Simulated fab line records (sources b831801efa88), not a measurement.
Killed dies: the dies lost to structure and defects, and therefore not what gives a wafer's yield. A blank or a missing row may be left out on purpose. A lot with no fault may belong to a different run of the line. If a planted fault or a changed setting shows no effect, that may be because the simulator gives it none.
8D (eight disciplines) problem report, filled in by code -- flow gf180mcu -- the parts of the form that need people (team, actions taken, sign-off) are left out

1. THE ISSUE
At GF_M2_SPUTTER_00, chamber-pressure-pa averages 1.906 Pa over 2 wafers from 2 lots, while fault-free wafers read 1.999 Pa, standard deviation 0.0038. That is -24 standard deviations from the usual mean.
The step: material Ti, target thk 37.5 nm, time 150 s.
First observed at day 22 21:20: wafer L540.6, on pvd-sputter-01. The record has a number at this step for 18 wafers belonging to 6 lots. Rule for "out" (also "out of limits"): further than 4 standard deviations from the usual mean. All remaining wafers that have a number are taken as sound.

2. WHAT THIS IS AND IS NOT
question,is,is not
which readings at this step,chamber-pressure-pa,throttle-valve-pct
which lots,"L540, L541","L533, L536, L543, L550"
which wafers of those lots,"L540.6, L541.2","L540.2, L540.5, L541.4, L541.6"
read on which tools,pvd-sputter-01,"pvd-sputter-02, pvd-sputter-04"
when,from day 22 21:20,"up to then (8 sound wafers); but 8 sound wafers of L541, L543, L550 came after"

3. WHAT RULES OUT EACH SUSPECT
Counting: if a tool at a process step up to the reading ran every lot that is out, it stays a suspect. Sound lots after the first of them don't rule it out here, since some wafers of a struck lot are sound.
- pvd-sputter-01 at GF_M2_SPUTTER_00 (material Ti, target thk 37.5 nm, time 150 s): kept. Every lot that is out went through it, the first being L540 (day 22 21:20); the last sound lot it ran before that was L533 (day 20 06:47). Its own readings are out on those wafers: chamber-pressure-pa.
Remaining after the count: pvd-sputter-01 at GF_M2_SPUTTER_00.

4. THE CAUSE (what the simulator had put in)
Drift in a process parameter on pvd-sputter-01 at GF_M2_SPUTTER_00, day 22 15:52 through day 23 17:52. A move of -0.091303 in setting chamber-pressure-pa, from 2. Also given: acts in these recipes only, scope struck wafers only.
Only this tool survived the counting.

5. THE EFFECT CHAIN, in route order
Each row: a reading where the mean over the struck wafers with a number is more than 3 standard deviations away from the usual. Scope: only readings with a usual standard deviation given in the record; hours: median across lots of the time from each lot's start at the first step in this table that gives one to its start at this step; sigmas: change in usual standard deviations.
hours,step,reading,usual,on struck wafers,change,sigmas
0,GF_M2_SPUTTER_00,chamber-pressure-pa,1.999 Pa,1.906,-0.093,-24
It contains these process steps:
- GF_M2_SPUTTER_00: material Ti, target thk 37.5 nm, time 150 s.

6. WHAT WOULD HAVE CAUGHT IT SOONER
In this record no reading fell out of limits until day 22 21:20, 5 hours after the fault had begun at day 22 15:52.
